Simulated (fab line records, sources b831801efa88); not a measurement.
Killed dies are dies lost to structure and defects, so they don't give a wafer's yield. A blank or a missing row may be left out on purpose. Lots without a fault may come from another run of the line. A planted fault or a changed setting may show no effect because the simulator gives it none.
fab line records | flow sky130 | part 1 of 2: steps 1 to 32 of 33
record lots=6 wafers=18 last_day=52
route steps=708 shown LOCAL_INTERCONNECT@394 CONTACT@406 PAD_OPEN@708
lots that met no fault: from a run of the same line without faults
start_h: hours from the record's first day to the start of the lot's first wafer shown | wait_h: hours since the lot's step before | " the same as in the row above | L1.1+2: a row that stands for several wafers | - no value, or no start given | * or withheld: withheld | < > ~ a bound
route shown NAME@n: a module of which the file shows steps, and the number in the route of the first | usual: mean/standard deviation of fault-free wafers | same: alike in all rows | chamber/n: place in a boat | sites: the reading at each site | _std_site: their standard deviation | _edge_site: outer sites' mean less inner sites' | radius_mm: how far each site lies from the wafer's centre | mask NAME#n: copy n | behind: the tool/chamber that last shaped the wafer | hold: why the lot was held/for how many hours/how that ended | device: the transistor (n, p or np) that didn't switch | end of line: the same wafers' tests at the end of the route | a step without rows: its recipe alone | killed: dies lost to structure and defects at the first sort, not the wafer's yield | map: a wafer's dies, x killed, . not, _ none there
set.NAME: the setting as run; set.NAME@STEP: as run at that earlier step | model.NAME: the simulator's own value behind a step, which no gauge read
lots at some steps of the route; a table a step, a row a wafer
services: from which hour (start_h, from the record's first day; less than 0 if before it) a tool's chamber was out of use, for how many hours, and why
## steps
# step SKY_LOCAL_INTERCONNECT_SOFTBAKE_07
# recipe temp_c=100 time_s=90 resist=KrF-thick
# step SKY_LOCAL_INTERCONNECT_EXPOSE_08
# recipe mask_id=LI1M na=0.8 source_shape=annular sigma_inner=0.55 sigma_outer=0.85 target_cd_nm=170 dose_mj=28
# step SKY_LOCAL_INTERCONNECT_PEB_09
# recipe peb_temp_c=withheld peb_time_s=withheld resist=KrF-thick
# step SKY_LOCAL_INTERCONNECT_DEVELOP_10
# recipe develop_time_s=60 resist=KrF-thick dev_temp_c=21
# step SKY_LOCAL_INTERCONNECT_CD_MEAS_11
# recipe target_cd_nm=170
# usual cd_nm=169.8/1.5
# columns lot.wafer tool chamber start_h wait_h cd_nm
L650.1 cd_sem-01 - 731.19 - 167.6
L650.5 " - " " 168.6
L650.6 " - " " 168.4
L659.2 cd_sem-02 - 815.36 - 169.8
L659.4 " - " " 168.4
L659.6 " - " " 168.2
L661.1 cd_sem-02 - 830.09 - 171.3
L661.5 " - " " 171.5
L661.6 " - " " 171.4
L667.1 cd_sem-01 - 890.64 - 169.2
L667.3 " - " " 169.8
L667.6 " - " " 170.3
L669.2 cd_sem-02 - 896.46 - 169.9
L669.3 " - " " 169.4
L669.6 " - " " 169.0
L671.1 cd_sem-01 - 912.19 - 168.5
L671.4 " - " " 168.3
L671.5 " - " " 167.9
# step SKY_LOCAL_INTERCONNECT_OVL_MEAS_12
# usual LOCAL_INTERCONNECT_OVL=5/6.4
# columns lot.wafer tool chamber start_h wait_h LOCAL_INTERCONNECT_OVL[nm]
L650.1 overlay-01 - 731.31 0.1 8
L650.5 " - " " 3
L650.6 " - " " 12
L659.2 overlay-01 - 815.47 0.1 10
L659.4 " - " " 5
L659.6 " - " " 3
L661.1 overlay-01 - 830.21 0.1 2
L661.5 " - " " 1
L661.6 " - " " 5
L667.1 overlay-02 - 890.76 0.1 10
L667.3 " - " " 8
L667.6 " - " " 2
L669.2 overlay-01 - 896.57 0.1 13
L669.3 " - " " 14
L669.6 " - " " 5
L671.1 overlay-02 - 912.31 0.1 4
L671.4 " - " " 6
L671.5 " - " " 9
# step SKY_LOCAL_INTERCONNECT_ETCH_13
# recipe chemistry=N2/H2 target=BARC ion_energy_ev=200 bias_w=100 pressure_mtorr=30 n2_flow_sccm=100 h2_flow_sccm=200 icp_w=500 stop_on=SiO2 time_s=45.9 target_depth_a=600
# usual drypump_motor_current_A=5.88/0.3 oes_product_au=0.855/0.0043 rf_fwd_power_W=495.4/1.8 throttle_valve_pct=13.225/0.009
# columns lot.wafer tool chamber start_h wait_h drypump_motor_current_A oes_product_au rf_fwd_power_W rf_hours_counter_h throttle_valve_pct
L650.1 rie_metal-02 0 731.35 0.0 5.86 0.856 497.0 10 13.219
L650.5 " 0 " " 5.86 0.850 498.1 - 13.233
L650.6 " 1 " " 6.09 0.850 493.2 - 13.222
L659.2 rie_metal-04 1 815.50 0.0 5.76 0.860 496.4 8 13.220
L659.4 " 0 " " 6.20 0.855 497.9 - 13.236
L659.6 " 1 " " 5.70 0.849 496.6 - 13.233
L661.1 rie_metal-04 0 830.25 0.0 6.19 0.857 494.5 2 13.226
L661.5 " 0 " " 6.18 0.845 496.2 - 13.231
L661.6 " 1 " " 5.69 0.864 492.8 - 13.237
L667.1 rie_metal-01 1 890.80 0.0 6.10 0.854 495.3 12 13.208
L667.3 " 1 " " 6.07 0.852 495.3 - 13.226
L667.6 " 0 " " 5.21 0.853 494.1 - 13.242
L669.2 rie_metal-01 1 896.60 0.0 6.05 0.850 498.5 12 13.229
L669.3 " 1 " " 6.06 0.854 498.4 - 13.220
L669.6 " 0 " " 5.23 0.855 492.9 - 13.224
L671.1 rie_metal-04 0 912.35 0.0 6.19 0.854 494.1 7 13.241
L671.4 " 1 " " 5.73 0.859 499.0 - 13.230
L671.5 " 0 " " 6.18 0.850 494.8 - 13.228
# step SKY_LOCAL_INTERCONNECT_METAL_ETCH_14
# recipe target_depth_nm=110 stop_on=PSG chemistry=Cl2/BCl3 target=TiN resist_sidewall_deg=88 pressure_mtorr=10 icp_w=900 bias_w=48.5 Cl2_flow_sccm=60 bcl3_flow_sccm=30 time_s=31.4
# usual drypump_motor_current_A=5.88/0.3 oes_product_au=0.942/0.0074 rf_fwd_power_W=890/3.1 throttle_valve_pct=21.900/0.0097
# columns lot.wafer tool chamber start_h wait_h drypump_motor_current_A oes_product_au rf_fwd_power_W rf_hours_counter_h throttle_valve_pct
L650.1 rie_metal-02 0 731.41 0.0 5.84 0.943 895 10 21.901
L650.5 " 0 " " 5.84 0.928 891 - 21.901
L650.6 " 1 " " 6.10 0.937 883 - 21.897
L659.2 rie_metal-04 1 815.56 0.0 5.74 0.948 887 8 21.889
L659.4 " 0 " " 6.18 0.943 888 - 21.896
L659.6 " 1 " " 5.76 0.945 890 - 21.890
L661.1 rie_metal-04 0 830.31 0.0 6.18 0.941 889 2 21.913
L661.5 " 0 " " 6.16 0.939 887 - 21.902
L661.6 " 1 " " 5.71 0.944 893 - 21.911
L667.1 rie_metal-01 1 890.86 0.0 6.09 0.929 895 12 21.901
L667.3 " 1 " " 6.12 0.934 894 - 21.896
L667.6 " 0 " " 5.23 0.928 891 - 21.894
L669.2 rie_metal-01 1 896.66 0.0 6.03 0.946 894 12 21.901
L669.3 " 1 " " 6.04 0.950 894 - 21.888
L669.6 " 0 " " 5.23 0.950 884 - 21.882
L671.1 rie_metal-04 0 912.41 0.0 6.15 0.943 893 7 21.899
L671.4 " 1 " " 5.73 0.948 892 - 21.885
L671.5 " 0 " " 6.15 0.949 889 - 21.889
# step SKY_LOCAL_INTERCONNECT_STRIP_15
# recipe chemistry=O2/N2 power_w=1400 pressure_mtorr=1500 platen_temp_c=withheld o2_flow_sccm=3000 n2_flow_sccm=300 overash_fraction=0.5
# step SKY_LOCAL_INTERCONNECT_STRIP_16
# recipe chemistry=post_etch_residue_remover time_s=1200 temp_c=72.5
# step SKY_LOCAL_INTERCONNECT_CLEAN_17
# recipe chemistry=IPA time_s=180 temp_c=25
# step SKY_LOCAL_INTERCONNECT_CLEAN_18
# recipe chemistry=O3/DIW dry=n2_spin
# step SKY_CONTACT_CVD_00
# recipe material=Si3N4 target_thk_nm=75 temp_c=400 time_s=withheld rf_w=450
# usual heater_power_w=667/95 rf_fwd_power_W=445.2/1.8
# columns lot.wafer tool chamber start_h wait_h heater_power_w rf_fwd_power_W model.Si3N4_of_CONTACT_CVD_00.thk_nm
L650.1 pecvd-02 0 732.09 0.0 533 443.0 75.29
L650.5 " 2 " " 774 444.4 76.95
L650.6 " 0 " " 554 442.3 75.31
L659.2 pecvd-02 0 816.24 0.0 559 442.3 75.06
L659.4 " 2 " " 775 444.0 76.08
L659.6 " 1 " " 788 447.5 98.67
L661.1 pecvd-02 0 830.95 0.0 467 444.0 96.49
L661.5 " 1 " " 734 446.8 76.58
L661.6 " 2 " " 674 444.3 99.17
L667.1 pecvd-02 0 891.51 0.0 559 442.1 75.02
L667.3 " 1 " " 687 445.7 76.29
L667.6 " 2 " " 771 445.1 76.33
L669.2 pecvd-02 2 897.30 0.0 746 445.6 74.85
L669.3 " 1 " " 733 447.8 75.39
L669.6 " 0 " " 454 443.7 76.73
L671.1 pecvd-03 1 913.09 0.0 530 444.2 74.41
L671.4 " 2 " " 768 448.2 75.94
L671.5 " 1 " " 545 444.4 75.06
# step SKY_CONTACT_THK_MEAS_01
# recipe reads=Si3N4_of_CONTACT_CVD_00
# usual CONTACT_CVD_00_THK=75.2/0.97
# columns lot.wafer tool chamber start_h wait_h CONTACT_CVD_00_THK[nm]
L650.1 film_metro-03 - 732.13 - 75.3
L650.5 " - " " 76.9
L650.6 " - " " 75.4
L659.2 film_metro-01 - 816.29 - 75.0
L659.4 " - " " 76.1
L659.6 " - " " 98.6
L661.1 film_metro-03 - 830.99 - 96.5
L661.5 " - " " 76.6
L661.6 " - " " 99.2
L667.1 film_metro-02 - 891.54 - 75.0
L667.3 " - " " 76.3
L667.6 " - " " 76.4
L669.2 film_metro-03 - 897.35 - 74.8
L669.3 " - " " 75.3
L669.6 " - " " 76.7
L671.1 film_metro-03 - 913.12 - 74.4
L671.4 " - " " 75.9
L671.5 " - " " 75.0
# step SKY_CONTACT_HDPCVD_02
# recipe material=SiO2 target_thk_nm=565 sigma_open_frac=0.3 time_s=94.2 temp_c=600 sih4_flow_sccm=60 pressure_mtorr=6
# step SKY_CONTACT_THK_MEAS_03
# recipe reads=SiO2_of_CONTACT_HDPCVD_02
# usual CONTACT_HDPCVD_THK=568/6.9
# columns lot.wafer tool chamber start_h wait_h CONTACT_HDPCVD_THK[nm]
L650.1 film_metro-01 - 732.26 0.0 563
L650.5 " - " " 569
L650.6 " - " " 558
L659.2 film_metro-02 - 816.42 0.0 571
L659.4 " - " " 578
L659.6 " - " " 571
L661.1 film_metro-01 - 831.12 0.0 571
L661.5 " - " " 579
L661.6 " - " " 576
L667.1 film_metro-03 - 891.67 0.0 559
L667.3 " - " " 563
L667.6 " - " " 559
L669.2 film_metro-03 - 897.48 0.0 557
L669.3 " - " " 574
L669.6 " - " " 561
L671.1 film_metro-03 - 913.25 0.0 552
L671.4 " - " " 562
L671.5 " - " " 556
# step SKY_CONTACT_CMP_04
# recipe material=SiO2 down_force_psi=4 platen_rpm=60 pad_velocity_m_s=0.94248
# usual motor_current_A=11.5/1.1
# columns lot.wafer tool chamber start_h wait_h motor_current_A
L650.1 cmp-02 2 732.42 0.1 10.4
L650.6 " 0 " " 11.4
L650.5 " 1 " " 11.7
L659.2 cmp-01 1 816.52 0.1 13.2
L659.4 " 2 " " 9.3
L659.6 " 0 " " 10.8
L661.1 cmp-01 1 831.28 0.1 13.3
L661.5 " 3 " " 13.3
L661.6 " 0 " " 11.1
L667.1 cmp-02 2 891.73 0.1 11.1
L667.3 " 1 " " 12.0
L667.6 " 2 " " 10.8
L669.2 cmp-02 1 897.57 0.1 12.5
L669.3 " 3 " " 11.5
L669.6 " 2 " " 11.2
L671.4 cmp-01 3 913.31 0.0 13.6
L671.1 " 0 " " 10.8
L671.5 " 0 " " 10.9
# step SKY_CONTACT_BOW_MEAS_05
# recipe mode=bow
# usual CONTACT_BOW=81/7.1
# columns lot.wafer tool chamber start_h wait_h CONTACT_BOW[um]
L650.1 film_metro-03 - 732.62 0.1 81
L650.5 " - " " 82
L650.6 " - " " 83
L659.2 film_metro-03 - 816.79 0.2 87
L659.4 " - " " 91
L659.6 " - " " 75
L661.1 film_metro-01 - 831.48 0.1 74
L661.5 " - " " 76
L661.6 " - " " 90
L667.1 film_metro-03 - 892.03 0.2 74
L667.3 " - " " 73
L667.6 " - " " 72
L669.2 film_metro-03 - 897.89 0.3 84
L669.3 " - " " 92
L669.6 " - " " 88
L671.1 film_metro-01 - 913.61 0.2 89
L671.4 " - " " 80
L671.5 " - " " 95
# step SKY_CONTACT_DEHYDRATE_06
# recipe temp_c=200 time_s=60
# step SKY_CONTACT_HMDS_07
# recipe prime_time_s=60 prime_temp_c=120
# step SKY_CONTACT_COAT_08
# recipe resist=BARC temp_c=withheld time_s=withheld spin_rpm=3000 resist_thk_nm=60
# step SKY_CONTACT_COAT_09
# recipe resist=KrF-thick spin_rpm=3000 resist_thk_nm=450
# step SKY_CONTACT_SOFTBAKE_10
# recipe temp_c=100 time_s=90 resist=KrF-thick
# step SKY_CONTACT_EXPOSE_11
# recipe mask_id=CTM1 na=0.8 source_shape=annular sigma_inner=0.55 sigma_outer=0.85 target_cd_nm=170 dose_mj=38
# step SKY_CONTACT_PEB_12
# recipe peb_temp_c=withheld peb_time_s=withheld resist=KrF-thick
# step SKY_CONTACT_DEVELOP_13
# recipe develop_time_s=60 resist=KrF-thick dev_temp_c=21
# step SKY_CONTACT_CD_MEAS_14
# recipe target_cd_nm=170
# usual cd_nm=170.2/1.6
# columns lot.wafer tool chamber start_h wait_h cd_nm
L650.1 cd_sem-01 - 761.29 - 168.3
L650.5 " - " " 168.6
L650.6 " - " " 168.6
L659.2 cd_sem-02 - 845.62 - 169.8
L659.4 " - " " 168.6
L659.6 " - " " 168.7
L661.1 cd_sem-01 - 860.52 - 170.8
L661.5 " - " " 171.5
L661.6 " - " " 168.9
L667.1 cd_sem-02 - 921.39 - 168.9
L667.3 " - " " 169.8
L667.6 " - " " 168.6
L669.2 cd_sem-02 - 927.06 - 171.3
L669.3 " - " " 170.3
L669.6 " - " " 171.8
L671.1 cd_sem-02 - 942.29 - 171.3
L671.4 " - " " 169.5
L671.5 " - " " 172.0
# step SKY_CONTACT_OVL_MEAS_15
# usual CONTACT_OVL=0/6.6
# columns lot.wafer tool chamber start_h wait_h CONTACT_OVL[nm]
L650.1 overlay-01 - 761.41 0.1 14
L650.5 " - " " 10
L650.6 " - " " 3
L659.2 overlay-02 - 845.73 0.1 9
L659.4 " - " " 5
L659.6 " - " " 6
L661.1 overlay-02 - 860.64 0.1 0
L661.5 " - " " 3
L661.6 " - " " -6
L667.1 overlay-02 - 921.51 0.1 8
L667.3 " - " " 11
L667.6 " - " " 15
L669.2 overlay-01 - 927.17 0.1 8
L669.3 " - " " 6
L669.6 " - " " 4
L671.1 overlay-01 - 942.41 0.1 -11
L671.4 " - " " -7
L671.5 " - " " -7
# step SKY_CONTACT_ETCH_16
# recipe chemistry=N2/H2 target=BARC ion_energy_ev=200 source_w=500 bias_w=100 pressure_mtorr=30 n2_flow_sccm=100 h2_flow_sccm=200 stop_on=SiO2 time_s=45.9 target_depth_a=600
# usual drypump_motor_current_A=5.7/0.33 oes_product_au=0.855/0.0046 rf_fwd_power_W=494.9/2 throttle_valve_pct=13.224/0.0089
# columns lot.wafer tool chamber start_h wait_h drypump_motor_current_A oes_product_au rf_fwd_power_W rf_hours_counter_h throttle_valve_pct
L650.1 rie_diel-02 3 761.45 0.0 5.5 0.856 497.6 14 13.230
L650.5 " 2 " " 6.2 0.846 496.7 - 13.218
L650.6 " 1 " " 5.4 0.854 495.6 - 13.225
L659.2 rie_diel-03 1 845.76 0.0 6.0 0.860 498.8 14 13.229
L659.4 " 2 " " 5.6 0.856 495.5 5 13.215
L659.6 " 3 " " 5.9 0.852 495.6 - 13.211
L661.1 rie_diel-01 3 860.68 0.0 5.1 0.856 495.7 21 13.224
L661.5 " 2 " " 5.6 0.858 494.0 - 13.210
L661.6 " 1 " " 5.9 0.855 495.1 - 13.231
L667.1 rie_diel-03 0 921.55 0.0 5.7 0.851 490.5 7 13.232
L667.3 " 2 " " 5.6 0.848 496.5 7 13.225
L667.6 " 2 " " 5.6 0.860 493.0 - 13.236
L669.2 rie_diel-02 1 927.20 0.0 5.3 0.860 494.2 20 13.223
L669.3 " 0 " " 5.5 0.854 495.8 2 13.226
L669.6 " 1 " " 5.4 0.855 492.4 - 13.231
L671.1 rie_diel-03 2 942.45 0.0 5.6 0.859 495.4 8 13.235
L671.4 " 2 " " 5.6 0.865 492.9 - 13.233
L671.5 " 0 " " 5.7 0.867 493.6 - 13.221
# step SKY_CONTACT_ETCH_17
# recipe target=SiO2 chemistry=C4F8/O2/Ar stop_on=Si3N4 mask_material=KrF-thick source_w=1500 bias_w=1200 pressure_mtorr=40 c4f8_flow_sccm=withheld O2_flow_sccm=6 Ar_flow_sccm=300 time_s=withheld target_depth_a=3400
# step SKY_CONTACT_ETCH_18
# recipe target=Si3N4 chemistry=CHF3/O2 stop_on=TiN source_w=600 bias_w=200 pressure_mtorr=40 chf3_flow_sccm=50 O2_flow_sccm=5 time_s=39 target_depth_a=750
# usual O2_flow_sccm=5.000/0.015 drypump_motor_current_A=5.7/0.33 oes_product_au=0.856/0.0078 rf_fwd_power_W=593.4/2.4 throttle_valve_pct=8.794/0.01
# columns lot.wafer tool chamber start_h wait_h O2_flow_sccm drypump_motor_current_A oes_product_au rf_fwd_power_W rf_hours_counter_h throttle_valve_pct model.etch.depth_nm
L650.1 rie_diel-02 3 - - 4.989 5.5 0.864 594.7 14 8.792 75.29
L650.5 " 2 " " 5.017 6.2 0.867 596.2 - 8.800 76.95
L650.6 " 1 " " 5.004 5.4 0.859 592.1 - 8.783 75.31
L659.2 rie_diel-03 1 - - 4.988 6.0 0.848 598.1 14 8.786 75.06
L659.4 " 2 " " 4.981 5.6 0.857 595.5 5 8.798 76.08
L659.6 " 3 " " 5.011 5.9 0.999 591.8 - 8.834 97.04
L661.1 rie_diel-01 3 - - 4.997 5.1 0.978 594.3 21 8.816 96.49
L661.5 " 2 " " 5.012 5.5 0.870 594.9 - 8.783 76.58
L661.6 " 1 " " 5.012 5.9 1.000 591.7 - 8.812 98.22
L667.1 rie_diel-03 0 - - 4.998 5.7 0.853 589.4 7 8.773 75.02
L667.3 " 2 " " 4.986 5.6 0.866 593.7 8 8.784 76.29
L667.6 " 2 " " 4.993 5.6 0.859 594.5 - 8.800 76.33
L669.2 rie_diel-02 1 - - 5.003 5.4 0.853 594.3 20 8.795 74.85
L669.3 " 0 " " 5.015 5.5 0.861 596.5 2 8.795 75.39
L669.6 " 1 " " 5.005 5.4 0.863 594.4 - 8.808 76.73
L671.1 rie_diel-03 2 - - 5.010 5.6 0.849 592.7 8 8.791 74.41
L671.4 " 2 " " 5.021 5.6 0.860 592.3 - 8.789 75.94
L671.5 " 0 " " 4.991 5.7 0.851 588.3 - 8.789 75.06
# step SKY_CONTACT_STRIP_19
# recipe chemistry=O2/N2 power_w=1400 pressure_mtorr=1500 platen_temp_c=withheld o2_flow_sccm=3000 n2_flow_sccm=300 overash_fraction=0.5
# usual drypump_motor_current_A=5.8/0.57 oes_product_au=0.382/0.0051 strip_time_to_endpoint_s=3.637/0.029
# columns lot.wafer tool chamber start_h wait_h drypump_motor_current_A oes_product_au rf_hours_counter_h strip_time_to_endpoint_s
L650.1 plasma_asher-02 1 761.58 - 6.0 0.384 2 3.604
L650.5 " 0 " " 5.6 0.379 - 3.580
L650.6 " 1 " " 6.0 0.388 - 3.689
L659.2 plasma_asher-04 0 845.89 - 6.0 0.376 73 3.601
L659.4 " 0 " " 6.0 0.388 - 3.673
L659.6 " 1 " " 5.7 0.391 - 3.631
L661.1 plasma_asher-03 1 860.81 - 6.6 0.374 42 3.643
L661.5 " 0 " " 4.9 0.378 - 3.659
L661.6 " 1 " " 6.7 0.380 - 3.627
L667.1 plasma_asher-02 0 921.68 - 5.5 0.376 18 3.594
L667.3 " 0 " " 5.5 0.382 - 3.680
L667.6 " 0 " " 5.6 0.382 - 3.672
L669.2 plasma_asher-03 0 927.33 - 5.0 0.383 49 3.671
L669.3 " 1 " " 6.7 0.373 - 3.660
L669.6 " 0 " " 5.0 0.377 - 3.675
L671.1 plasma_asher-03 1 942.58 - 6.7 0.373 50 3.669
L671.4 " 1 " " 6.7 0.390 - 3.663
L671.5 " 0 " " 5.0 0.378 - 3.645
## key
first_sign step=SKY_CONTACT_THK_MEAS_01 reading=CONTACT_CVD_00_THK direction=up sigmas=24 usual=75.2 struck=98.1
effect step=SKY_CONTACT_ETCH_18 reading=oes_product_au direction=up sigmas=17 usual=0.856 struck=0.992
effect step=SKY_PAD_OPEN_PROBE_99 reading=killed_at_contacts direction=up sigmas=48 usual=24 struck=277
model_effect step=SKY_CONTACT_CVD_00 value=Si3N4_of_CONTACT_CVD_00.thk_nm without=75.67 struck=98.11
model_effect step=SKY_CONTACT_ETCH_18 value=etch.depth_nm without=75.67 struck=97.25
more_kills_born_at SKY_CONTACT_ETCH_18@rie_diel-01=421 SKY_CONTACT_ETCH_18@rie_diel-03=344
met_at SKY_CONTACT_CVD_00
struck_wafers L659.6,L661.1,L661.6
later_rows_left_out L659.6,L661.6
tester_left_out L659,L661
onset_between 732.09 816.24
fault kind=process_parameter_drift tool=pecvd-02 chamber=- onset_h=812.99 steps=SKY_CONTACT_CVD_00 channel=target_thk_nm offset=22.386 shape=step end_h=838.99 scope=struck_wafers_only acts_in=these_recipes_only stated=75
# tester_left_out: of these lots the tester's yield and bins aren't shown, on N5 and GAA mostly nor the transistor test; their killed dies are dies lost to structure and defects alone, not to doping, threshold or leakage, so they don't give the yield
# later_rows_left_out: the simulator's readings of these wafers behind a module that went badly wrong aren't trusted and aren't shown, but for the sort
